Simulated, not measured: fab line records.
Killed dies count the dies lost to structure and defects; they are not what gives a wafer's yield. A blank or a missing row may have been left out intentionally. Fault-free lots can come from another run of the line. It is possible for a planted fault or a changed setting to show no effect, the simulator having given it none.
Matching of chambers -- flow gf180mcu -- GF_CONTACT_CMP_27 on cmp-02: 4 sister chambers
The step polishes, stops on SiO2, t overpolish 15 s, target thk 0 nm. 4 wafers are shown with their chamber, then 8 later ones without.

WAFERS, EACH WITH ITS CHAMBER
wafer,chamber,motor-current-A (A)
L677.3,0,8.8
L678.2,3,11.9
L678.3,2,11.3
L679.2,1,11.3

WAFERS WITHOUT THEIR CHAMBER
wafer,motor-current-A (A)
L679.4,8.5
L679.6,8.5
L684.2,11.6
L684.4,10.8
L684.6,11.9
L685.1,11.5
L685.5,11.8
L685.6,12.0

CHAMBER TAKEN BY EACH
wafer,from the rows above,in truth
L679.4,0,0
L679.6,0,0
L684.2,can't be placed: 1 or 2 or 3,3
L684.4,can't be placed: 1 or 2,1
L684.6,3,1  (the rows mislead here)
L685.1,can't be placed: 1 or 2 or 3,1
L685.5,can't be placed: 3 or 1 or 2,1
L685.6,3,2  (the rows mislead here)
Correct placement for 2 of the 8. Unplaceable from these rows: 4, with the true chamber sitting among the candidates in 4. Placed wrongly: 2.
How it was worked out, from the rows above alone: a wafer's distance from a chamber is the root of the sum, over the readings, of the square of ((its reading less the chamber's mean) divided by the reading's scatter). The wafer belongs to the nearest chamber; if the next one is less than 2 further off, it can't be placed. A chamber's mean is the mean of its shown wafers. The scatter: with one shown wafer a chamber, the root of the mean of the squares of how far each hidden wafer lies from its nearest shown one.
